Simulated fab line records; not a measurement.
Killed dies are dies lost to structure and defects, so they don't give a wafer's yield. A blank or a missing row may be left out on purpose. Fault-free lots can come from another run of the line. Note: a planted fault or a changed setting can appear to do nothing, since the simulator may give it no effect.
fab line records + flow sky130
record
- lots=10
- wafers=30
- lastDay=50
route steps=708 shown VT_ADJUST_HVTP@95 VT_ADJUST_NCORE@130 VT_ADJUST_HVTR@141 SONOS_ONO@170 PAD_OPEN@708
lots with no fault: from the same line, run without faults
startH: hours from the record's opening day to when the first of the lot's shown wafers began + waitH: hours since the lot's step before + " same as the row above + L1.1+2: one row covering several wafers at once + - no value, or no start was given + * or withheld: withheld + < > ~ a bound
route shown NAME@n: NAME is a module with steps in the file, n the number in the route of the first one + usual: mean and standard deviation over wafers with no fault + same: alike in all rows + chamber/n: place in a boat + sites: readings site by site + _std_site: standard deviation across them + _edge_site: mean of outer sites minus mean of inner sites + radiusMm: how far each site lies from the wafer's centre + mask NAME#n: copy n + behind: the last tool/chamber to shape the wafer + hold: the reason the lot was held/the length of the hold in hours/how it ended + device: names the non-switching transistor (n, p or np) + end of line: tests run on the same wafers once the route is complete + a step given without rows: its recipe and nothing more + killed: dies lost to structure and defects at the first sort, not the wafer's yield + map: per-die view of a wafer (x killed, . not killed, _ where there is no die)
set.NAME: the setting that was run; set.NAME@STEP: the one run at that earlier step + model.NAME: the simulator's own value behind a step, which no gauge read
steps of the route over a sample of lots; a table a step, a row a wafer
services: when a tool's chamber went out of use (startH, in hours from the record's first day, below 0 if earlier), for how many hours, and the reason
## steps
# step SKY_VT_ADJUST_HVTP_STRIP_10
# recipe
- chemistry=O2/N2
- powerW=1400
- pressureMtorr=1500
- platenTempC=withheld
- o2FlowSccm=3000
- n2FlowSccm=300
- overashFraction=0.5
# usual
- drypumpMotorCurrentA=5.7/0.34
- oesProductAu=0.715/0.0042
- stripTimeToEndpointS=14.30/0.039
| lot.wafer | tool           | chamber | startH | waitH | drypumpMotorCurrentA | oesProductAu | rfHoursCounterH | stripTimeToEndpointS |
|-----------|----------------|---------|--------|-------|----------------------|--------------|-----------------|----------------------|
| L644.2    | plasmaAsher-02 | 0       | 123.03 | 0.1   | 6.0                  | 0.721        | 48              | 14.20                |
| L644.3    | "              | 1       | "      | "     | 5.0                  | 0.719        | -               | 14.25                |
| L644.4    | "              | 0       | "      | "     | 5.9                  | 0.715        | -               | 14.24                |
| L645.3    | plasmaAsher-04 | 1       | 126.75 | 0.1   | 5.8                  | 0.713        | -               | 14.31                |
| L645.4    | "              | 0       | "      | "     | 5.8                  | 0.716        | -               | 14.33                |
| L645.5    | "              | 0       | "      | "     | 5.8                  | 0.716        | -               | 14.28                |
| L646.1    | plasmaAsher-02 | 0       | 133.46 | 0.1   | 6.0                  | 0.723        | 49              | 14.37                |
| L646.2    | "              | 1       | "      | "     | 5.0                  | 0.718        | 49              | 14.40                |
| L646.6    | "              | 0       | "      | "     | 6.0                  | 0.715        | -               | 14.40                |
| L653.1    | plasmaAsher-01 | 1       | 183.72 | 0.1   | 5.9                  | 0.720        | 38              | 14.25                |
| L653.3    | "              | 1       | "      | "     | 5.9                  | 0.716        | -               | 14.22                |
| L653.6    | "              | 1       | "      | "     | 5.9                  | 0.714        | -               | 14.27                |
| L655.4    | plasmaAsher-01 | 1       | 195.71 | 0.1   | 5.9                  | 0.723        | -               | 14.33                |
| L655.5    | "              | 0       | "      | "     | 5.5                  | 0.713        | -               | 14.30                |
| L655.6    | "              | 1       | "      | "     | 5.9                  | 0.716        | -               | 14.33                |
| L663.2    | plasmaAsher-04 | 0       | 257.43 | 0.1   | 5.8                  | 0.710        | 52              | 14.26                |
| L663.3    | "              | 0       | "      | "     | 5.8                  | 0.720        | -               | 14.34                |
| L663.4    | "              | 1       | "      | "     | 5.8                  | 0.716        | -               | 14.30                |
| L664.1    | plasmaAsher-02 | 1       | 264.36 | 0.1   | 5.0                  | 0.719        | 60              | 14.25                |
| L664.4    | "              | 0       | "      | "     | 6.0                  | 0.715        | -               | 14.27                |
| L664.5    | "              | 0       | "      | "     | 6.0                  | 0.722        | -               | 14.25                |
| L665.3    | plasmaAsher-02 | 0       | 267.29 | 0.1   | 6.0                  | 0.722        | -               | 14.28                |
| L665.4    | "              | 1       | "      | "     | 5.0                  | 0.718        | -               | 14.29                |
| L665.5    | "              | 0       | "      | "     | 6.0                  | 0.724        | -               | 14.29                |
| L666.1    | plasmaAsher-01 | 1       | 267.97 | 0.1   | 5.9                  | 0.716        | 46              | 14.26                |
| L666.3    | "              | 1       | "      | "     | 5.9                  | 0.714        | -               | 14.28                |
| L666.5    | "              | 1       | "      | "     | 5.9                  | 0.721        | -               | 14.26                |
| L667.1    | plasmaAsher-04 | 0       | 272.02 | 0.1   | 5.8                  | 0.711        | 53              | 14.35                |
| L667.2    | "              | 1       | "      | "     | 5.8                  | 0.713        | 53              | 14.30                |
| L667.3    | "              | 0       | "      | "     | 5.8                  | 0.715        | -               | 14.31                |
# step SKY_VT_ADJUST_NCORE_TW_MEAS_11
# usual
- VT_ADJUST_NCORE_TW=218.6/1.3
| lot.wafer | tool         | chamber | startH | waitH | VT_ADJUST_NCORE_TW |
|-----------|--------------|---------|--------|-------|--------------------|
| L644.2    | filmMetro-03 | -       | 181.42 | 0.1   | 219.4              |
| L644.3    | "            | -       | "      | "     | 218.4              |
| L644.4    | "            | -       | "      | "     | 219.3              |
| L645.3    | filmMetro-01 | -       | 183.63 | 0.1   | 220.2              |
| L645.4    | "            | -       | "      | "     | 219.3              |
| L645.5    | "            | -       | "      | "     | 220.6              |
| L646.1    | filmMetro-04 | -       | 192.92 | 0.1   | 220.7              |
| L646.2    | "            | -       | "      | "     | 221.9              |
| L646.6    | "            | -       | "      | "     | 220.8              |
| L653.1    | filmMetro-03 | -       | 252.82 | 0.1   | 217.6              |
| L653.3    | "            | -       | "      | "     | 216.7              |
| L653.6    | "            | -       | "      | "     | 217.8              |
| L655.4    | filmMetro-01 | -       | 265.55 | 0.1   | 217.4              |
| L655.5    | "            | -       | "      | "     | 218.8              |
| L655.6    | "            | -       | "      | "     | 217.2              |
| L663.2    | filmMetro-03 | -       | 334.61 | 0.1   | 217.4              |
| L663.3    | "            | -       | "      | "     | 217.4              |
| L663.4    | "            | -       | "      | "     | 217.3              |
| L664.1    | filmMetro-03 | -       | 342.60 | 0.1   | 218.7              |
| L664.4    | "            | -       | "      | "     | 218.6              |
| L664.5    | "            | -       | "      | "     | 216.6              |
| L665.3    | filmMetro-04 | -       | 345.92 | 0.1   | 219.0              |
| L665.4    | "            | -       | "      | "     | 219.7              |
| L665.5    | "            | -       | "      | "     | 220.2              |
| L666.1    | filmMetro-01 | -       | 350.57 | 0.1   | 220.1              |
| L666.3    | "            | -       | "      | "     | 219.8              |
| L666.5    | "            | -       | "      | "     | 219.8              |
| L667.1    | filmMetro-04 | -       | 350.87 | 0.1   | 220.0              |
| L667.2    | "            | -       | "      | "     | 219.8              |
| L667.3    | "            | -       | "      | "     | 219.8              |
# step SKY_VT_ADJUST_HVTR_STRIP_10
# recipe
- chemistry=O2/N2
- powerW=1400
- pressureMtorr=1500
- platenTempC=withheld
- o2FlowSccm=3000
- n2FlowSccm=300
- overashFraction=0.5
# usual
- drypumpMotorCurrentA=5.5/0.34
- oesProductAu=0.715/0.0048
- stripTimeToEndpointS=14.18/0.035
| lot.wafer | tool           | chamber | startH | waitH | drypumpMotorCurrentA | oesProductAu | rfHoursCounterH | stripTimeToEndpointS |
|-----------|----------------|---------|--------|-------|----------------------|--------------|-----------------|----------------------|
| L644.2    | plasmaAsher-02 | 1       | 203.02 | 0.1   | 5.0                  | 0.725        | 56              | 14.18                |
| L644.3    | "              | 0       | "      | "     | 5.9                  | 0.712        | -               | 14.19                |
| L644.4    | "              | 1       | "      | "     | 5.0                  | 0.716        | -               | 14.14                |
| L645.3    | plasmaAsher-02 | 0       | 205.39 | 0.1   | 6.0                  | 0.712        | -               | 14.18                |
| L645.4    | "              | 1       | "      | "     | 5.0                  | 0.712        | -               | 14.16                |
| L645.5    | "              | 0       | "      | "     | 6.0                  | 0.718        | -               | 14.21                |
| L646.1    | plasmaAsher-02 | 0       | 215.76 | 0.1   | 6.0                  | 0.719        | 57              | 14.21                |
| L646.2    | "              | 1       | "      | "     | 5.0                  | 0.717        | 57              | 14.20                |
| L646.6    | "              | 0       | "      | "     | 6.0                  | 0.707        | -               | 14.22                |
| L653.1    | plasmaAsher-03 | 1       | 276.97 | 0.1   | 5.5                  | 0.714        | 16              | 14.22                |
| L653.3    | "              | 0       | "      | "     | 5.4                  | 0.710        | -               | 14.20                |
| L653.6    | "              | 1       | "      | "     | 5.5                  | 0.717        | -               | 14.19                |
| L655.4    | plasmaAsher-02 | 1       | 291.22 | 0.1   | 5.0                  | 0.713        | -               | 14.14                |
| L655.5    | "              | 0       | "      | "     | 6.0                  | 0.703        | -               | 14.16                |
| L655.6    | "              | 1       | "      | "     | 5.0                  | 0.719        | -               | 14.13                |
| L663.2    | plasmaAsher-03 | 1       | 361.63 | 0.1   | 5.5                  | 0.711        | 22              | 14.19                |
| L663.3    | "              | 0       | "      | "     | 5.4                  | 0.720        | -               | 14.26                |
| L663.4    | "              | 1       | "      | "     | 5.5                  | 0.717        | -               | 14.19                |
| L664.1    | plasmaAsher-01 | 0       | 369.63 | 0.1   | 5.5                  | 0.720        | 56              | 14.20                |
| L664.4    | "              | 0       | "      | "     | 5.5                  | 0.722        | -               | 14.21                |
| L664.5    | "              | 0       | "      | "     | 5.5                  | 0.708        | -               | 14.17                |
| L665.3    | plasmaAsher-01 | 1       | 373.54 | 0.1   | 5.9                  | 0.717        | -               | 14.13                |
| L665.4    | "              | 0       | "      | "     | 5.5                  | 0.711        | -               | 14.09                |
| L665.5    | "              | 1       | "      | "     | 5.9                  | 0.711        | -               | 14.11                |
| L666.1    | plasmaAsher-01 | 0       | 378.68 | 0.1   | 5.5                  | 0.713        | 58              | 14.11                |
| L666.3    | "              | 1       | "      | "     | 5.9                  | 0.721        | -               | 14.17                |
| L666.5    | "              | 0       | "      | "     | 5.5                  | 0.716        | -               | 14.14                |
| L667.1    | plasmaAsher-01 | 0       | 378.98 | 0.1   | 5.5                  | 0.713        | 58              | 14.13                |
| L667.2    | "              | 1       | "      | "     | 5.9                  | 0.715        | 58              | 14.20                |
| L667.3    | "              | 1       | "      | "     | 5.9                  | 0.714        | -               | 14.13                |
# step SKY_SONOS_ONO_CVD_02
# recipe
- material=Si3N4
- precursor=DCS/NH3
- targetThkNm=10.5
- tempC=770
- timeS=180
- pressureMtorr=250
# usual
- spikeTcTopC=785.9/2.5
- zonePowerTopPct=23.78/0.25
| lot.wafer | tool     | chamber | startH | waitH | spikeTcTopC | zonePowerTopPct |
|-----------|----------|---------|--------|-------|-------------|-----------------|
| L644.2    | lpcvd-02 | 1       | 252.40 | 1.4   | 787.8       | 23.86           |
| L644.3    | "        | 1       | "      | "     | 788.9       | 23.70           |
| L644.4    | "        | 1       | "      | "     | 788.3       | 23.93           |
| L645.3    | lpcvd-02 | 0       | 256.59 | 3.5   | 784.6       | 23.98           |
| L645.4    | "        | 0       | "      | "     | 785.0       | 23.60           |
| L645.5    | "        | 0       | "      | "     | 781.9       | 24.34           |
| L646.1    | lpcvd-02 | 0       | 264.57 | 0.1   | 782.7       | 23.76           |
| L646.2    | "        | 0       | "      | "     | 784.3       | 24.05           |
| L646.6    | "        | 0       | "      | "     | 782.2       | 23.76           |
| L653.1    | lpcvd-02 | 1       | 334.02 | 0.5   | 788.8       | 23.88           |
| L653.3    | "        | 1       | "      | "     | 787.7       | 24.43           |
| L653.6    | "        | 1       | "      | "     | 787.7       | 24.25           |
| L655.4    | lpcvd-02 | 1       | 346.08 | 0.0   | 789.2       | 23.70           |
| L655.5    | "        | 1       | "      | "     | 788.4       | 23.87           |
| L655.6    | "        | 1       | "      | "     | 789.3       | 23.93           |
| L663.2    | lpcvd-02 | 0       | 426.21 | 0.0   | 784.3       | 24.50           |
| L663.3    | "        | 0       | "      | "     | 783.0       | 23.13           |
| L663.4    | "        | 0       | "      | "     | 784.7       | 23.93           |
| L664.1    | lpcvd-02 | 1       | 434.55 | 0.1   | 789.4       | 23.60           |
| L664.4    | "        | 1       | "      | "     | 786.3       | 24.21           |
| L664.5    | "        | 1       | "      | "     | 789.9       | 23.65           |
| L665.3    | lpcvd-02 | 1       | 438.90 | 0.0   | 788.7       | 23.96           |
| L665.4    | "        | 1       | "      | "     | 789.6       | 23.52           |
| L665.5    | "        | 1       | "      | "     | 789.7       | 23.99           |
| L666.1    | lpcvd-02 | 1       | 439.95 | 1.1   | 788.0       | 23.37           |
| L666.3    | "        | 1       | "      | "     | 789.3       | 23.73           |
| L666.5    | "        | 1       | "      | "     | 788.5       | 23.53           |
| L667.1    | lpcvd-02 | 1       | 444.71 | 0.5   | 789.8       | 23.84           |
| L667.2    | "        | 1       | "      | "     | 788.1       | 23.74           |
| L667.3    | "        | 1       | "      | "     | 788.8       | 23.96           |
# step SKY_SONOS_ONO_THK_MEAS_03
# recipe
- reads=Si3N4_of_SONOS_ONO_CVD_02
# usual
- SONOS_ONO_CVD_02_THK=10.48/0.14
| lot.wafer | tool         | chamber | startH | waitH | SONOS_ONO_CVD_02_THK[nm] |
|-----------|--------------|---------|--------|-------|--------------------------|
| L644.2    | filmMetro-04 | -       | 253.46 | 0.0   | 10.56                    |
| L644.3    | "            | -       | "      | "     | 10.75                    |
| L644.4    | "            | -       | "      | "     | 10.54                    |
| L645.3    | filmMetro-04 | -       | 257.66 | 0.0   | 10.42                    |
| L645.4    | "            | -       | "      | "     | 10.50                    |
| L645.5    | "            | -       | "      | "     | 10.54                    |
| L646.1    | filmMetro-04 | -       | 265.62 | 0.0   | 10.45                    |
| L646.2    | "            | -       | "      | "     | 10.56                    |
| L646.6    | "            | -       | "      | "     | 10.40                    |
| L653.1    | filmMetro-01 | -       | 335.60 | 0.0   | 9.67                     |
| L653.3    | "            | -       | "      | "     | 9.73                     |
| L653.6    | "            | -       | "      | "     | 9.68                     |
| L655.4    | filmMetro-01 | -       | 347.16 | 0.0   | 9.80                     |
| L655.5    | "            | -       | "      | "     | 9.83                     |
| L655.6    | "            | -       | "      | "     | 9.75                     |
| L663.2    | filmMetro-01 | -       | 427.27 | 0.0   | 10.43                    |
| L663.3    | "            | -       | "      | "     | 10.48                    |
| L663.4    | "            | -       | "      | "     | 10.46                    |
| L664.1    | filmMetro-01 | -       | 435.60 | 0.0   | 10.54                    |
| L664.4    | "            | -       | "      | "     | 10.55                    |
| L664.5    | "            | -       | "      | "     | 10.48                    |
| L665.3    | filmMetro-04 | -       | 439.97 | 0.0   | 10.68                    |
| L665.4    | "            | -       | "      | "     | 10.60                    |
| L665.5    | "            | -       | "      | "     | 10.53                    |
| L666.1    | filmMetro-01 | -       | 441.00 | 0.0   | 10.44                    |
| L666.3    | "            | -       | "      | "     | 10.56                    |
| L666.5    | "            | -       | "      | "     | 10.31                    |
| L667.1    | filmMetro-04 | -       | 445.76 | 0.0   | 10.29                    |
| L667.2    | "            | -       | "      | "     | 10.32                    |
| L667.3    | "            | -       | "      | "     | 10.23                    |
# step SKY_PAD_OPEN_PROBE_99
# usual
- killed_at_M0_to_M3=44/7.2
- killed_at_M4_up=3.0/1.8
- killedAtContacts=24/5.4
- killedAtFrontEnd=14/4.4
- killedAtOther=0.4/0.64
- killedDies=86/9.4
- killedOpen=47/7.7
- killedShort=39/5.8
# same
- grossDies=492
- killedAtBackSide=0
| lot.wafer | tool      | chamber | startH  | waitH | killed_at_M0_to_M3 | killed_at_M4_up | killedAtContacts | killedAtFrontEnd | killedAtOther | killedDies | killedOpen | killedShort |
|-----------|-----------|---------|---------|-------|--------------------|-----------------|------------------|------------------|---------------|------------|------------|-------------|
| L655.4    | prober-02 | -       | 1149.28 | 0.2   | 47                 | 2               | 27               | 19               | 0             | 95         | 49         | 46          |
| L655.5    | prober-02 | -       | 1149.33 | 0.2   | 34                 | 3               | 30               | 13               | 0             | 80         | 44         | 35          |
| L655.6    | prober-02 | -       | 1149.38 | 0.2   | 44                 | 1               | 23               | 8                | 0             | 76         | 42         | 34          |
# killed by level:class
L655.4 VIA1:geometricParticle:open=13 LOCAL_INTERCONNECT:geometricParticle:short=10 CONTACT:geometricParticle:open=8 POLY_GATE:geometricParticle:open=7 VIA3:geometricParticle:open=6 VIA2:geometricParticle:short=6 POLY_GATE:geometricParticle:short=5 METAL3:geometricParticle:short=5
L655.5 LI_CONTACT:geometricParticle:open=10 VIA1:geometricParticle:open=9 CONTACT:geometricParticle:open=8 METAL2:geometricParticle:short=7 LI_CONTACT:geometricParticle:short=5 VIA1:geometricParticle:short=5 POLY_GATE:geometricParticle:open=4 VIA2:geometricParticle:open=4
L655.6 CONTACT:geometricParticle:open=10 LI_CONTACT:geometricParticle:open=7 VIA1:geometricParticle:open=7 VIA2:geometricParticle:short=7 VIA2:geometricParticle:open=6 VIA3:geometricParticle:open=6 CONTACT:geometricParticle:short=5 METAL2:geometricParticle:short=5
## services
| tool           | chamber | startH | hours | kind      |
|----------------|---------|--------|-------|-----------|
| plasmaAsher-03 | -       | 108.75 | 9.0   | pm        |
| plasmaAsher-03 | 0       | 108.75 | 9.0   | ventCycle |
| plasmaAsher-03 | 1       | 108.75 | 9.0   | ventCycle |
| plasmaAsher-03 | 0       | 117.75 | -     | clean     |
| plasmaAsher-03 | 1       | 117.75 | -     | clean     |
| plasmaAsher-01 | -       | 145.14 | 5.5   | repair    |
| lpcvd-02       | -       | 189.03 | 1.0   | repair    |
| plasmaAsher-01 | -       | 203.31 | 7.0   | repair    |
| plasmaAsher-02 | -       | 226.00 | 17.2  | repair    |
| plasmaAsher-04 | -       | 250.16 | 3.6   | repair    |
| plasmaAsher-02 | -       | 270.92 | 1.1   | repair    |
| plasmaAsher-03 | -       | 312.71 | 21.4  | repair    |
| plasmaAsher-02 | -       | 364.22 | 39.5  | pm        |
| plasmaAsher-04 | -       | 373.71 | 1.7   | repair    |
| plasmaAsher-01 | -       | 413.21 | 2.6   | repair    |
| plasmaAsher-02 | -       | 421.25 | 9.0   | pm        |
| plasmaAsher-02 | 0       | 421.25 | 9.0   | ventCycle |
| plasmaAsher-02 | 1       | 421.25 | 9.0   | ventCycle |
| plasmaAsher-02 | 0       | 430.25 | -     | clean     |
| plasmaAsher-02 | 1       | 430.25 | -     | clean     |
## key
firstSign
- step=SKY_SONOS_ONO_THK_MEAS_03
- reading=SONOS_ONO_CVD_02_THK
- direction=down
- sigmas=5.4
- usual=10.48
- struck=9.74
effect none on later readings
metAt SKY_SONOS_ONO_CVD_02
struckLots L653,L655
testerLeftOut L653,L655
notActingAt SKY_VT_ADJUST_HVTP_STRIP_10,SKY_VT_ADJUST_NCORE_TW_MEAS_11,SKY_VT_ADJUST_HVTR_STRIP_10
onsetBetween 264.57 334.02
fault
- kind=processParameterDrift
- tool=lpcvd-02
- chamber=-
- onsetH=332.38
- steps=SKY_SONOS_ONO_CVD_02
- channel=timeS
- offset=*
- shape=step
- endH=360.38
- actsIn=*
- stated=*
# testerLeftOut: of these lots the tester's yield and bins aren't shown, on N5 and GAA mostly nor the transistor test; their killed dies are dies lost to structure and defects alone, not to doping, threshold or leakage, so they don't give the yield
